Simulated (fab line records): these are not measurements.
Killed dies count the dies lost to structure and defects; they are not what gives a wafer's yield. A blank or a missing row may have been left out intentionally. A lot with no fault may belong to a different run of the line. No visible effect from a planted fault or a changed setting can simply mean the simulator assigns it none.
Comparing a struck lot with a sound one || flow sfq-line || 14 steps out of a route of 325
Sound: the wafers L813.3, L813.4, L813.6. The struck wafers were L817.3, L817.4, L817.5. The cause is given at the end.
Each step with rows lists, per side, the tool, then ch with its chambers, then its first start. Under that, the readings that differ: sound wafers || struck wafers || difference of the means || sigmas: that difference in standard deviations of wafers without a fault.
alike: same words and numbers on both sides, and readings whose means sit less than 2 such deviations apart. not compared: any withheld reading, any reading some wafer has no value for, any bound like >300 that may hide the same value, and any number with overlapping values for which the record gives no deviation.
A row with sigmas, a row that says differs or no value, or rows on one side alone: a step with any of these is where the two part. When numbers do not overlap yet have no deviation, they are printed without sigmas and do not part them. A reading that every wafer of one side lacks parts them only if that side has two wafers or more.

first, 6 steps without rows for these wafers: SFQ_TRILAYER_M7_LITHO_COAT_182 (resist thk 62 nm); SFQ_TRILAYER_M7_LITHO_COAT_177 (resist thk 600 nm); SFQ_TRILAYER_M7_LITHO_SOFTBAKE_181; SFQ_TRILAYER_M7_LITHO_EXPOSE_178 (exposes mask M7, target cd 500 nm); SFQ_TRILAYER_M7_LITHO_PEB_180 (peb time 60 s); SFQ_TRILAYER_M7_LITHO_DEVELOP_179 (time 60 s).
SFQ_M7_OVL_MEAS_945:
  sound: overlay-02 at day 74 20:34; struck: overlay-01 at day 76 06:44
  alike: M7_OVL
SFQ_TRILAYER_M7_BARC_OPEN_METAL_ETCH_229: etches BARC in O2, target depth 125 nm, time 41.7 s.
  sound on rie-metal-04 ch 0,1, day 74 20:37; struck on rie-metal-02 ch 0,1, day 76 06:47
  alike: bias-w, drypump-motor-current-A, oes-product-au
  not compared: rf-hours-counter-h
SFQ_TRILAYER_M7_ETCH_METAL_ETCH_180: etches Nb in Cl2/Ar, stops on SiO2, target depth 240 nm, time 120 s.
  sound on rie-metal-04 ch 0,1, day 74 20:41; struck on rie-metal-02 ch 0,1, day 76 06:52
  alike: bias-w, drypump-motor-current-A, oes-product-au
  not compared: rf-hours-counter-h
SFQ_TRILAYER_M7_STRIP_STRIP_181: strips in O2.
  sound on rie-metal-04 ch 0,1, day 74 20:59; struck on rie-metal-02 ch 0,1, day 76 07:08
  alike: drypump-motor-current-A, oes-product-au
  not compared: rf-hours-counter-h
then, 1 step without rows for these wafers: SFQ_TRILAYER_M7_STRIP_SOLV_CLEAN_182 (cleans in NMP, time 600 s).
SFQ_TRILAYER_I7_DEP_PECVD_183: deposits SiO2 from SiH4/N2O, time 111.11 s, target thk 500 nm.
  sound on pecvd-02 ch 0,2, day 74 21:33; struck on pecvd-04 ch 0,1,2, day 76 07:43
  alike: chamber-pressure-Torr, heater-power-w, showerhead-vpp-V, throttle-valve-pct
SFQ_TRILAYER_I7_CMP_CMP_184: polishes SiO2.
  sound on cmp-02 ch 1,2,3, day 74 22:46; struck on cmp-02 ch 0,1,3, day 76 08:47
{"reading": "head-pressure-psi (psi)", "sound": "3.010 3.002 2.998", "struck": "2.767 2.778 2.771", "difference": -0.231, "sigmas": -33}
{"reading": "time-to-endpoint-s (s)", "sound": "214 230 220", "struck": "235 237 234", "difference": "+14", "sigmas": "+2"}
  alike: motor-current-A
SFQ_I7_BOW_MEAS_946:
  sound: film-metro-03 at day 75 01:49; struck: film-metro-01 at day 76 10:50
  alike: I7_BOW

## WHERE THEY PART
SFQ_TRILAYER_I7_CMP_CMP_184 only, going by this record. Later steps at which nothing parts them and some readings are alike: SFQ_I7_BOW_MEAS_946.

WHY: whatever the simulator had introduced
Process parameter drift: cmp-02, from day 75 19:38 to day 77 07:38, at SFQ_TRILAYER_I7_CMP_CMP_184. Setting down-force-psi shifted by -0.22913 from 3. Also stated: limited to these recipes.
